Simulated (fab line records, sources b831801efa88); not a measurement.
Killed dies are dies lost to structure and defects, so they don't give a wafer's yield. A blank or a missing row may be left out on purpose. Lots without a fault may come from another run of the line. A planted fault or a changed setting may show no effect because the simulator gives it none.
fab line records | flow sky130
record lots=12 wafers=36 last_day=50
route steps=708 shown METAL2@502 METAL3@563 VIA3@575 PAD_OPEN@708
lots that met no fault: from a run of the same line without faults
start_h: hours from the record's first day to the start of the lot's first wafer shown | wait_h: hours since the lot's step before | " the same as in the row above | L1.1+2: a row that stands for several wafers | - no value, or no start given | * or withheld: withheld | < > ~ a bound
route shown NAME@n: a module of which the file shows steps, and the number in the route of the first | usual: mean/standard deviation of fault-free wafers | same: alike in all rows | chamber/n: place in a boat | sites: the reading at each site | _std_site: their standard deviation | _edge_site: outer sites' mean less inner sites' | radius_mm: how far each site lies from the wafer's centre | mask NAME#n: copy n | behind: the tool/chamber that last shaped the wafer | hold: why the lot was held/for how many hours/how that ended | device: the transistor (n, p or np) that didn't switch | end of line: the same wafers' tests at the end of the route | a step without rows: its recipe alone | killed: dies lost to structure and defects at the first sort, not the wafer's yield | map: a wafer's dies, x killed, . not, _ none there
set.NAME: the setting as run; set.NAME@STEP: as run at that earlier step | model.NAME: the simulator's own value behind a step, which no gauge read
steps of the route over a sample of lots; a table a step, a row a wafer
services: from which hour (start_h, from the record's first day; less than 0 if before it) a tool's chamber was out of use, for how many hours, and why
## steps
# step SKY_METAL2_METAL_ETCH_19
# recipe target_depth_a=3600 stop_on=SiO2 over_etch_frac=0.3 time_s=78 chemistry=Cl2/BCl3 resist_sidewall_deg=88 pressure_mtorr=10 icp_w=900 bias_w=48.5 Cl2_flow_sccm=60 bcl3_flow_sccm=30
# usual chamber_pressure_mTorr=10.001/0.0092 drypump_motor_current_A=5.5/0.34 oes_product_au=0.857/0.0066 throttle_valve_pct=22.263/0.0095
# columns lot.wafer tool chamber start_h wait_h chamber_pressure_mTorr drypump_motor_current_A oes_product_au rf_hours_counter_h throttle_valve_pct
L287.1 rie_metal-01 1 826.00 0.0 9.999 6.0 0.858 2 22.260
L287.3 " 1 " " 9.996 6.0 0.853 - 22.263
L287.5 " 1 " " 10.001 6.0 0.839 - 22.264
L290.3 rie_metal-03 1 861.75 0.1 9.999 5.1 0.846 - 22.269
L290.5 " 0 " " 10.009 5.7 0.857 - 22.270
L290.6 " 1 " " 9.982 5.1 0.848 - 22.270
L291.2 rie_metal-04 0 863.22 0.0 10.000 5.9 0.843 1 22.261
L291.4 " 0 " " 10.010 5.9 0.865 - 22.268
L291.6 " 1 " " 10.012 5.7 0.861 - 22.260
L293.2 rie_metal-04 1 877.60 0.0 9.997 5.7 0.860 8 22.254
L293.3 " 0 " " 9.999 5.8 0.856 - 22.265
L293.6 " 0 " " 9.997 5.9 0.853 - 22.262
L296.2 rie_metal-01 1 899.80 0.0 9.985 6.0 0.854 6 22.258
L296.4 " 1 " " 10.004 6.0 0.844 - 22.255
L296.5 " 0 " " 10.002 5.1 0.850 - 22.261
L302.1 rie_metal-03 1 940.74 0.0 9.999 5.1 0.865 18 22.260
L302.2 " 0 " " 10.003 5.7 0.859 15 22.262
L302.4 " 0 " " 10.002 5.7 0.859 - 22.270
L303.1 rie_metal-01 1 945.60 0.0 10.006 6.0 0.866 9 22.258
L303.3 " 1 " " 9.985 6.0 0.849 - 22.268
L303.4 " 0 " " 10.001 5.1 0.859 - 22.257
L304.2 rie_metal-04 0 959.62 0.0 10.003 5.9 0.865 6 22.266
L304.4 " 1 " " 9.996 5.7 0.862 - 22.260
L304.5 " 1 " " 9.995 5.7 0.855 - 22.260
L305.2 rie_metal-04 1 963.47 0.0 10.009 5.7 0.863 12 22.259
L305.5 " 1 " " 9.993 5.7 0.857 - 22.276
L305.6 " 0 " " 9.991 5.9 0.862 - 22.280
L306.4 rie_metal-04 0 974.16 0.1 10.014 5.9 0.853 - 22.268
L306.5 " 1 " " 10.000 5.7 0.857 - 22.251
L306.6 " 0 " " 10.004 5.9 0.865 - 22.253
L307.1 rie_metal-03 0 978.99 0.1 10.000 5.7 0.850 17 22.253
L307.2 " 0 " " 9.998 5.7 0.851 - 22.276
L307.5 " 0 " " 10.015 5.7 0.855 - 22.241
L308.1 rie_metal-01 1 983.88 0.0 9.971 6.0 0.861 11 22.270
L308.5 " 0 " " 10.000 5.1 0.858 - 22.251
L308.6 " 1 " " 10.005 6.0 0.860 - 22.269
# step SKY_METAL3_CD_MEAS_13
# recipe target_cd_nm=300
# usual cd_nm=300.6/1.2
# columns lot.wafer tool chamber start_h wait_h cd_nm
L287.1 cd_sem-02 - 907.95 - 300.6
L287.3 " - " " 301.8
L287.5 " - " " 301.5
L290.3 cd_sem-02 - 940.45 - 301.1
L290.5 " - " " 301.4
L290.6 " - " " 300.7
L291.2 cd_sem-02 - 942.58 - 301.2
L291.4 " - " " 301.6
L291.6 " - " " 301.1
L293.2 cd_sem-02 - 956.93 - 298.9
L293.3 " - " " 299.7
L293.6 " - " " 298.9
L296.2 cd_sem-02 - 978.49 - 299.1
L296.4 " - " " 299.6
L296.5 " - " " 299.3
L302.1 cd_sem-02 - 1015.90 - 301.1
L302.2 " - " " 300.9
L302.4 " - " " 301.0
L303.1 cd_sem-02 - 1020.07 - 300.3
L303.3 " - " " 301.1
L303.4 " - " " 301.2
L304.2 cd_sem-02 - 1033.28 - 302.7
L304.4 " - " " 301.7
L304.5 " - " " 301.2
L305.2 cd_sem-01 - 1037.38 - 301.1
L305.5 " - " " 302.7
L305.6 " - " " 301.4
L306.4 cd_sem-01 - 1046.97 - 301.1
L306.5 " - " " 301.0
L306.6 " - " " 300.8
L307.1 cd_sem-02 - 1052.07 - 300.8
L307.2 " - " " 300.9
L307.5 " - " " 301.4
L308.1 cd_sem-01 - 1056.90 - 301.3
L308.5 " - " " 299.2
L308.6 " - " " 301.2
# step SKY_VIA3_CMP_02
# recipe material=SiO2 down_force_psi=4 platen_rpm=60 pad_velocity_m_s=0.94248
# usual motor_current_A=12.3/1 slurry_flow_ml_min=150.1/0.44
# columns lot.wafer tool chamber start_h wait_h motor_current_A slurry_flow_ml_min
L287.3 cmp-02 2 909.67 0.3 13.1 150.1
L287.1 " 3 " " 11.9 150.2
L287.5 " 1 " " 13.8 149.9
L290.3 cmp-02 0 941.82 0.1 11.5 150.1
L290.6 " 2 " " 13.2 150.1
L290.5 " 3 " " 11.6 150.0
L291.2 cmp-01 0 943.97 0.1 10.7 149.7
L291.4 " 1 " " 12.7 150.6
L291.6 " 3 " " 12.9 150.2
L293.2 cmp-02 2 958.31 0.1 12.9 150.2
L293.3 " 3 " " 11.5 150.5
L293.6 " 1 " " 13.0 149.6
L296.2 cmp-01 0 979.84 0.1 11.6 150.1
L296.4 " 1 " " 13.0 149.9
L296.5 " 0 " " 11.6 150.1
L302.4 cmp-02 3 1017.37 0.0 11.1 149.6
L302.1 " 0 " " 11.6 150.0
L302.2 " 1 " " 13.6 150.3
L303.1 cmp-02 1 1021.55 0.1 13.6 150.5
L303.4 " 3 " " 11.9 149.6
L303.3 " 0 " " 11.4 150.9
L304.4 cmp-02 0 1034.67 0.1 11.7 150.2
L304.2 " 1 " " 13.5 149.8
L304.5 " 3 " " 11.7 150.5
L305.2 cmp-02 0 1039.24 0.6 11.4 149.6
L305.6 " 2 " " 12.2 149.4
L305.5 " 3 " " 11.7 150.1
L306.4 cmp-02 1 1048.27 0.1 13.6 149.7
L306.6 " 0 " " 11.1 150.1
L306.5 " 1 " " 13.6 151.1
L307.1 cmp-02 1 1053.37 0.1 13.6 149.9
L307.2 " 3 " " 12.3 149.9
L307.5 " 2 " " 13.1 150.2
L308.1 cmp-01 2 1058.53 0.1 9.9 149.8
L308.6 " 0 " " 11.8 150.6
L308.5 " 1 " " 12.4 150.5
# step SKY_VIA3_DEVELOP_11
# recipe develop_time_s=60 resist=KrF-thick dev_temp_c=21
# usual developer_temp_C=20.98/0.098
# columns lot.wafer tool chamber start_h wait_h developer_temp_C
L287.1 litho_track-04 0 934 - 20.95
L287.3 " 0 " " 20.89
L287.5 " 0 " " 21.00
L290.3 litho_track-04 0 966 - 21.10
L290.5 " 0 " " 20.90
L290.6 " 0 " " 21.02
L291.2 litho_track-03 0 968 - 21.04
L291.4 " 0 " " 21.01
L291.6 " 0 " " 20.86
L293.2 litho_track-03 0 982 - 20.93
L293.3 " 0 " " 20.97
L293.6 " 0 " " 21.03
L296.2 litho_track-02 0 1003 - 20.75
L296.4 " 0 " " 20.92
L296.5 " 0 " " 21.01
L302.1 litho_track-04 0 1041 - 20.13
L302.2 " 0 " " 20.16
L302.4 " 0 " " 20.18
L303.1 litho_track-04 0 1044 - 20.28
L303.3 " 0 " " 20.12
L303.4 " 0 " " 20.26
L304.2 litho_track-02 0 1056 - 20.86
L304.4 " 0 " " 20.97
L304.5 " 0 " " 20.90
L305.2 litho_track-03 0 1061 - 21.01
L305.5 " 0 " " 20.90
L305.6 " 0 " " 21.07
L306.4 litho_track-03 0 1070 - 20.93
L306.5 " 0 " " 20.91
L306.6 " 0 " " 20.92
L307.1 litho_track-02 0 1075 - 20.98
L307.2 " 0 " " 21.07
L307.5 " 0 " " 21.00
L308.1 litho_track-02 0 1079 - 21.12
L308.5 " 0 " " 20.88
L308.6 " 0 " " 20.77
# step SKY_PAD_OPEN_PROBE_99
# usual defect_limited_yield=82.6/2 killed_at_M0_to_M3=43/7.6 killed_at_M4_up=2.9/1.9 killed_at_contacts=24/5 killed_at_front_end=15/4.3 killed_at_other=0.3/0.54 killed_dies=85/10 killed_on_rim=17/3.9 killed_open=47/7 killed_short=38/6.4 sort_bin_3_pad_short=0.8/0.4 sort_bin_5_function=10.3/1.6 sort_bin_6_memory=6.2/1.1 sort_n_pass=407/10 sort_yield_pct=82.6/2
# same gross_dies=492 killed_at_back_side=0 sort_bin_4_leakage[%]=0 sort_bin_8_speed[%]=0
# columns lot.wafer tool chamber start_h wait_h defect_limited_yield[%] killed_at_M0_to_M3 killed_at_M4_up killed_at_contacts killed_at_front_end killed_at_other killed_dies killed_on_rim killed_open killed_short sort_bin_3_pad_short[%] sort_bin_5_function[%] sort_bin_6_memory[%] sort_n_pass sort_yield_pct[%]
L287.1 prober-01 - 1081.18 0.1 84.8 35 3 24 13 0 75 18 41 34 0.8 8.1 6.3 417 84.8
L287.3 prober-01 - 1081.28 0.2 82.1 55 2 19 11 1 88 19 45 43 1.2 11.2 5.5 404 82.1
L287.5 prober-01 - 1081.38 0.2 83.5 42 5 21 12 1 81 11 47 34 1.0 7.9 7.5 411 83.5
L302.1 prober-02 - 1170.27 0.1 81.5 57 2 28 4 0 91 20 57 34 0.8 8.7 8.9 401 81.5
L302.2 prober-02 - 1170.32 0.1 81.5 46 5 26 13 1 91 17 42 49 0.4 11.2 6.9 401 81.5
L302.4 prober-02 - 1170.42 0.2 77.8 67 1 26 14 1 109 20 56 53 1.4 13.6 7.1 383 77.8
L303.1 prober-01 - 1171.65 0.1 81.9 51 0 26 11 1 89 16 55 34 0.4 12.2 5.5 403 81.9
L303.3 prober-01 - 1171.75 0.2 81.5 41 1 29 19 1 91 15 51 40 0.6 10.4 7.5 401 81.5
L303.4 prober-01 - 1171.80 0.2 82.5 40 3 21 22 0 86 21 52 34 0.2 10.4 6.9 406 82.5
L304.2 prober-02 - 1180.74 0.1 83.9 49 2 18 9 1 79 17 38 41 0.4 9.6 6.1 413 83.9
L304.4 prober-02 - 1180.84 0.2 84.6 35 4 26 11 0 76 12 39 37 0.4 10.0 5.1 416 84.6
L304.5 prober-02 - 1180.89 0.2 84.1 37 3 24 14 0 78 11 39 39 0.8 10.4 4.7 414 84.1
# killed by level:class
L287.1 CONTACT:geometric_particle:open=14 VIA1:geometric_particle:open=10 POLY_GATE:geometric_particle:open=5 VIA1:geometric_particle:short=5 METAL1:geometric_particle:short=5 CONTACT:geometric_particle:short=4 LOCAL_INTERCONNECT:geometric_particle:short=4 VIA3:geometric_particle:open=3
L287.3 VIA1:geometric_particle:open=12 METAL1:geometric_particle:short=10 CONTACT:geometric_particle:open=8 VIA2:geometric_particle:open=8 POLY_GATE:geometric_particle:short=5 VIA2:geometric_particle:short=5 LI_CONTACT:geometric_particle:open=4 CONTACT:geometric_particle:short=4
L287.5 CONTACT:geometric_particle:open=12 VIA1:geometric_particle:open=10 VIA2:geometric_particle:open=6 FIELD_ISO:geometric_particle:open=5 VIA1:geometric_particle:short=5 VIA2:geometric_particle:short=5 METAL1:geometric_particle:short=4 METAL2:geometric_particle:short=4
L302.1 VIA1:geometric_particle:open=18 LI_CONTACT:geometric_particle:open=10 VIA2:geometric_particle:open=7 VIA3:geometric_particle:open=7 LOCAL_INTERCONNECT:geometric_particle:short=5 CONTACT:geometric_particle:short=5 METAL1:geometric_particle:short=5 VIA1:geometric_particle:short=5
L302.2 VIA1:geometric_particle:open=14 LI_CONTACT:geometric_particle:short=9 LI_CONTACT:geometric_particle:open=8 VIA3:geometric_particle:short=7 LOCAL_INTERCONNECT:geometric_particle:short=7 VIA3:geometric_particle:open=6 METAL1:geometric_particle:short=4 VIA2:geometric_particle:short=4
L302.4 VIA1:geometric_particle:open=16 METAL2:geometric_particle:short=10 METAL1:geometric_particle:short=9 LI_CONTACT:geometric_particle:open=7 VIA2:geometric_particle:short=7 CONTACT:geometric_particle:short=7 VIA2:geometric_particle:open=7 FIELD_ISO:geometric_particle:open=6
L303.1 CONTACT:geometric_particle:open=11 VIA1:geometric_particle:open=11 LI_CONTACT:geometric_particle:open=9 VIA3:geometric_particle:open=9 METAL3:geometric_particle:short=6 FIELD_ISO:geometric_particle:open=5 METAL1:geometric_particle:short=5 VIA2:geometric_particle:open=4
L303.3 VIA1:geometric_particle:open=9 CONTACT:geometric_particle:open=9 POLY_GATE:geometric_particle:open=7 LI_CONTACT:geometric_particle:open=7 METAL1:geometric_particle:short=6 VIA3:geometric_particle:open=6 FIELD_ISO:geometric_particle:short=5 CONTACT:geometric_particle:short=5
L303.4 VIA1:geometric_particle:open=14 CONTACT:geometric_particle:open=10 POLY_GATE:geometric_particle:open=6 VIA1:geometric_particle:short=5 VIA2:geometric_particle:open=5 FIELD_ISO:geometric_particle:short=4 FIELD_ISO:geometric_particle:open=4 LI_CONTACT:geometric_particle:short=3
L304.2 VIA1:geometric_particle:open=12 CONTACT:geometric_particle:open=7 VIA1:geometric_particle:short=7 METAL1:geometric_particle:short=7 VIA2:geometric_particle:short=5 LI_CONTACT:geometric_particle:open=4 METAL2:geometric_particle:short=4 VIA2:geometric_particle:open=4
L304.4 CONTACT:geometric_particle:open=8 METAL1:geometric_particle:short=8 LI_CONTACT:geometric_particle:open=6 CONTACT:geometric_particle:short=6 VIA1:geometric_particle:open=5 VIA3:geometric_particle:open=5 POLY_GATE:geometric_particle:open=4 LOCAL_INTERCONNECT:geometric_particle:short=4
L304.5 LI_CONTACT:geometric_particle:open=9 FIELD_ISO:geometric_particle:short=7 CONTACT:geometric_particle:open=7 METAL1:geometric_particle:short=6 VIA2:geometric_particle:open=5 VIA3:geometric_particle:open=5 VIA3:geometric_particle:short=4 VIA1:geometric_particle:open=4
## services
# columns tool chamber start_h hours kind
cmp-01 - 811.28 4.4 repair
cmp-01 - 811.64 1.3 repair
cmp-01 - 813.94 0.7 repair
cmp-02 - 823.45 4.4 repair
cmp-02 - 841.06 1.4 repair
cmp-01 - 870.69 0.5 repair
rie_metal-03 - 880.38 1.4 pm
cmp-02 - 884.51 0.4 repair
cmp-01 - 897.68 12.8 pm
cmp-01 - 910.45 3.2 pm
cmp-01 - 913.65 4.0 pm
cmp-01 - 916.41 0.2 repair
cmp-01 - 933.60 4.1 repair
cmp-01 - 950.10 4.2 repair
cmp-01 - 956.83 5.9 pm
cmp-02 - 976.48 2.4 repair
cmp-02 - 989.76 1.4 repair
rie_metal-03 - 999.56 14.6 pm
cmp-01 - 1018.23 2.7 repair
cmp-01 - 1034.64 5.1 repair
cmp-02 - 1067.27 4.4 repair
cmp-02 - 1073.64 2.6 repair
cmp-02 - 1077.25 0.7 repair
cmp-01 - 1078.41 4.4 repair
## key
first_sign step=SKY_VIA3_DEVELOP_11 reading=developer_temp_C direction=down sigmas=8.1 usual=* struck=*
effect none on later readings
met_at SKY_VIA3_DEVELOP_11
struck_lots L302,L303
not_acting_at SKY_METAL2_METAL_ETCH_19,SKY_METAL3_CD_MEAS_13,SKY_VIA3_CMP_02
onset_between 966 1041
fault kind=process_parameter_drift tool=litho_track-04 chamber=- onset_h=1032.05 steps=SKY_VIA3_DEVELOP_11 channel=dev_temp_c offset=* shape=step end_h=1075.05 acts_in=* stated=*
